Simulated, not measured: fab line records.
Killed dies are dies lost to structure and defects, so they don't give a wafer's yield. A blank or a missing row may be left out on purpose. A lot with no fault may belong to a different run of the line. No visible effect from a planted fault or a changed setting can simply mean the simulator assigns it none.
Matching of chambers :: flow sky130 :: SKY_FIELD_ISO_ETCH_17 on rie_si-01: 4 sister chambers
The step etches Si in HBr/Cl2/O2, target depth 342 nm, time 97.7 s. 8 wafers are shown with their chamber, then 8 later ones without.

WAFERS WITH THEIR CHAMBER
wafer: L668.2
chamber: 1
drypump_motor_current_A (A): 5.4
oes_product_au (a.u.): 0.999

wafer: L668.4
chamber: 0
drypump_motor_current_A (A): 5.6
oes_product_au (a.u.): 0.992

wafer: L668.5
chamber: 2
drypump_motor_current_A (A): 5.9
oes_product_au (a.u.): 0.997

wafer: L672.5
chamber: 3
drypump_motor_current_A (A): 6.2
oes_product_au (a.u.): 0.992

wafer: L682.2
chamber: 3
drypump_motor_current_A (A): 6.2
oes_product_au (a.u.): 1.021

wafer: L682.3
chamber: 1
drypump_motor_current_A (A): 5.5
oes_product_au (a.u.): 1.003

wafer: L682.5
chamber: 0
drypump_motor_current_A (A): 5.5
oes_product_au (a.u.): 0.996

wafer: L683.1
chamber: 2
drypump_motor_current_A (A): 5.9
oes_product_au (a.u.): 1.000

WAFERS WHOSE CHAMBER IS MISSING
wafer: L683.2
drypump_motor_current_A (A): 5.6
oes_product_au (a.u.): 1.007

wafer: L683.4
drypump_motor_current_A (A): 6.2
oes_product_au (a.u.): 1.018

wafer: L684.4
drypump_motor_current_A (A): 5.9
oes_product_au (a.u.): 1.020

wafer: L684.5
drypump_motor_current_A (A): 6.2
oes_product_au (a.u.): 1.015

wafer: L684.6
drypump_motor_current_A (A): 5.5
oes_product_au (a.u.): 1.009

wafer: L686.1
drypump_motor_current_A (A): 6.2
oes_product_au (a.u.): 1.017

wafer: L686.4
drypump_motor_current_A (A): 5.5
oes_product_au (a.u.): 1.005

wafer: L686.5
drypump_motor_current_A (A): 5.5
oes_product_au (a.u.): 0.998

THE CHAMBER EACH PASSED THROUGH
wafer: L683.2
from the rows above: can't be placed: 0 or 1
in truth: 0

wafer: L683.4
from the rows above: 3
in truth: 3

wafer: L684.4
from the rows above: 2
in truth: 2

wafer: L684.5
from the rows above: 3
in truth: 3

wafer: L684.6
from the rows above: can't be placed: 1 or 0
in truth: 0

wafer: L686.1
from the rows above: 3
in truth: 3

wafer: L686.4
from the rows above: can't be placed: 1 or 0
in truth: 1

wafer: L686.5
from the rows above: can't be placed: 1 or 0
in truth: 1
Correct placement for 4 of the 8. From these rows, 4 cannot be placed; in 4 the true chamber is one of the candidates. Placed wrongly: 0.
How it was worked out, from the rows above alone: a wafer's distance from a chamber is the root of the sum, over the readings, of the square of ((its reading less the chamber's mean) divided by the reading's scatter). If the next closest chamber is less than 2 further off than the closest, the wafer can't be placed; otherwise it belongs to the closest. The mean given for a chamber averages the wafers shown for that chamber. How the scatter is found: for the shown wafers, subtract from each reading the mean of its chamber, square and add these, divide the total by (wafers less chambers), then take the root.
